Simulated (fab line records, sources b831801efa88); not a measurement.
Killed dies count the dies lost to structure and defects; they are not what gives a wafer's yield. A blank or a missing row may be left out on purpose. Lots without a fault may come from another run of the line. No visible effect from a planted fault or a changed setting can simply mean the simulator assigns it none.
One fault seen from 2 desks / flow sky130 / what lay behind the numbers comes last; until then each desk has only its own

FOR THE TOOL OWNER'S DESK: lpcvd-01
The tool's own readings at SKY_POLY_GATE_CVD_00 (deposits poly-Si, target thk 180 nm, time 720 s): means of the sampled wafers that have a number, for each lot that ran on this tool. The brackets show how far a lot's mean lies from the usual mean; more than 4 standard deviations puts the lot out of limits, marked OUT.
Columns: A = spike_tc_top_C at SKY_POLY_GATE_CVD_00, usual 637 C
lot=L842; first seen here=day 13 23:38; A=633
lot=L843; first seen here=day 14 10:11; A=640
lot=L844; first seen here=day 14 18:31; A=642
lot=L853; first seen here=day 18 01:40; A=641
lot=L854; first seen here=day 18 09:33; A=631
lot=L856; first seen here=day 19 03:57; A=632
lot=L858; first seen here=day 19 20:23; A=641
lot=L859; first seen here=day 20 00:54; A=639
lot=L861; first seen here=day 20 20:52; A=641
lot=L860; first seen here=day 21 00:41; A=631
lot=L862; first seen here=day 21 20:53; A=642
lot=L863; first seen here=day 22 01:38; A=641
lot=L864; first seen here=day 22 02:50; A=633
This desk's verdict: no lot among the 13 shows anything out of limits.

METROLOGY DESK
What the gauges read for every lot (on any tool): the sampled wafers with a number, averaged. The brackets show how far a lot's mean lies from the usual mean; more than 4 standard deviations puts the lot out of limits, marked OUT.
Columns: A = PWDE_OVL at SKY_PWDE_OVL_MEAS_07, usual -0.1 nm; B = POLY_GATE_CVD_00_THK at SKY_POLY_GATE_THK_MEAS_01, usual 180.2 nm; C = SD_P_TW at SKY_SD_P_TW_MEAS_11, usual 2835; D = SD_P_RS at SKY_SD_N_RS_MEAS_17, usual 147.1 ohm/sq
lot=L842; first seen here=day 4 01:21; A=-2.3; B=181.9; C=2883; D=147.3
lot=L843; first seen here=day 4 04:28; A=0.1; B=188.2 (+4.7) OUT; C=2803; D=147.4
lot=L844; first seen here=day 4 11:49; A=-1.2; B=189.4 (+5.4) OUT; C=2817; D=147.6
lot=L853; first seen here=day 6 17:19; A=-0.4; B=180.6; C=2816; D=146.8
lot=L854; first seen here=day 6 21:05; A=0.1; B=182.6; C=2818; D=147.3
lot=L856; first seen here=day 7 08:10; A=2.3; B=181.7; C=2865; D=147.3
lot=L858; first seen here=day 7 17:13; A=0.5; B=181.1; C=2801; D=147.0
lot=L859; first seen here=day 7 23:41; A=2.0; B=178.0; C=2813; D=147.1
lot=L861; first seen here=day 8 12:16; A=0.9; B=179.5; C=2822; D=147.0
lot=L860; first seen here=day 8 12:31; A=0.3; B=176.5; C=2816; D=146.8
lot=L862; first seen here=day 9 03:02; A=0.2; B=177.6; C=2827; D=147.0
lot=L863; first seen here=day 9 06:11; A=0.2; B=179.2; C=2823; D=146.7
lot=L864; first seen here=day 9 06:20; A=1.0; B=180.2; C=2821; D=147.1
This desk's finding: out of limits on L843, L844; first on L843, day 14 11:23 (POLY_GATE_CVD_00_THK at SKY_POLY_GATE_THK_MEAS_01). In limits: L842, L853, L854, L856, L858, L859, L861, L860, L862, L863, L864.

BROUGHT TOGETHER
L843, L844 would have let the metrology desk raise an alarm at day 14 11:23.
The tool owner's desk saw nothing out of limits.
On record at the tool owner's desk: L843, L844, within its limits.
On lpcvd-01, each named lot ran SKY_POLY_GATE_CVD_00.

WHAT WAS PUT IN BY THE SIMULATOR
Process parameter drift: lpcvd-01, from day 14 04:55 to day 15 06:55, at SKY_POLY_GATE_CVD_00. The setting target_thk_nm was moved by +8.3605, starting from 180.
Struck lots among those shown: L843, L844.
Per desk, hours elapsed from the start of the fault to the first reading out of limits: for the metrology desk, 6.
